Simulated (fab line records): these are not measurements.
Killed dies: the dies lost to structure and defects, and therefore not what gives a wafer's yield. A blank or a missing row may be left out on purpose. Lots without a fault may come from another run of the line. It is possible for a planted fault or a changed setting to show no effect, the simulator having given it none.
A struck lot beside a sound one    flow sky130    15 out of 708 route steps
Sound: these wafers, L609.1, L609.2, L609.5. Struck: wafers L620.1, L620.4. (L620.3 of the same lot was not struck and is left out.) The cause comes at the end.
Per side, at each step with rows, come the tool, then ch with its chambers, and then its first start. Under that, the readings that differ: sound wafers    struck wafers    difference of the means    sigmas: that difference in standard deviations of wafers without a fault.
alike: words and numbers the same on both sides, and readings whose means are apart by under 2 such deviations; not compared: readings that were withheld, readings missing a value for some wafer, numbers with overlapping values and no deviation given by the record, and bounds like >300 which may hide the same value.
Wherever a step has rows on one side only, a row that says differs or no value, or a row with sigmas, the two part there. Numbers that have no deviation but don't overlap get no sigmas and don't part them. Lack of a reading on every wafer of one side parts them only where that side has two or more wafers.

first, 9 steps without rows for these wafers: SKY_CAPM_CLEAN_17 (cleans in O3/DIW); SKY_METAL3_DEHYDRATE_05 (time 60 s); SKY_METAL3_HMDS_06 (prime time 60 s); SKY_METAL3_COAT_07 (resist thk 60 nm); SKY_METAL3_COAT_08 (resist thk 1140 nm); SKY_METAL3_SOFTBAKE_09 (time 90 s); SKY_METAL3_EXPOSE_10 (exposes mask MM3, target cd 300 nm); SKY_METAL3_PEB_11; SKY_METAL3_DEVELOP_12 (develop time 60 s).
SKY_METAL3_CD_MEAS_13: target cd 300 nm.
  struck on cd sem-01, day 42 08:29; sound on cd sem-02, day 39 05:11
  alike: cd nm
SKY_METAL3_OVL_MEAS_14:
  struck on overlay-02, day 42 08:37; sound on overlay-01, day 39 05:18
  alike: METAL3_OVL
SKY_METAL3_DESCUM_15: chemistry O2, time 8 s.
  sound on rie metal-04 ch 0,1, day 39 05:20; struck on rie metal-04 ch 0,1, day 42 08:39
  alike: drypump motor current A, oes product au, temp c
  not compared: rf hours counter h
SKY_METAL3_ETCH_16: etches BARC in N2/H2, stops on SiO2, time 88.2 s, target depth 60 nm.
  sound on rie metal-04 ch 0,1, day 39 05:22; struck on rie metal-04 ch 0,1, day 42 08:41
reading                                sound              struck       difference  sigmas
oes product au (a.u.)                  0.627 0.621 0.632  0.605 0.607  -0.021      -5
run length s (s)                       116.1 116.6 115.9  123.5 124.0  +7.5        +19
model.SiO2_of_CAPM_CVD_00.thk nm (nm)  15.4 15.49 15.34   15.07 15.1   -0.32       
  alike: drypump motor current A, h2 flow sccm, throttle valve pct
  not compared: rf hours counter h
SKY_METAL3_ETCH_17: etches SiO2 in C4F8/O2/Ar, stops on TiN, time 3.9 s, target depth 15 nm.
  sound on rie diel-02 ch 0,2,3, day 39 05:28; struck on rie diel-04 ch 1,3, day 42 08:47
  alike: oes product au
-- the record jumps here: 7 days lie between the struck wafers' starts before and after (it left off in module METAL3 and takes up again in module PAD_OPEN, whose first step shown is number 708 of the route) --
SKY_PAD_OPEN_PROBE_99:
  only the struck wafers here have rows in the record (prober-01, day 48 23:52); the sound ones have none

== WHERE THEY PART ==
At SKY_METAL3_ETCH_16 first; at SKY_PAD_OPEN_PROBE_99 last (within this record only).

WHY: the cause the simulator had injected
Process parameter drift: rie metal-04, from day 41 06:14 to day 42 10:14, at SKY_METAL3_ETCH_16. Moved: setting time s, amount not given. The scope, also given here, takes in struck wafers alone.
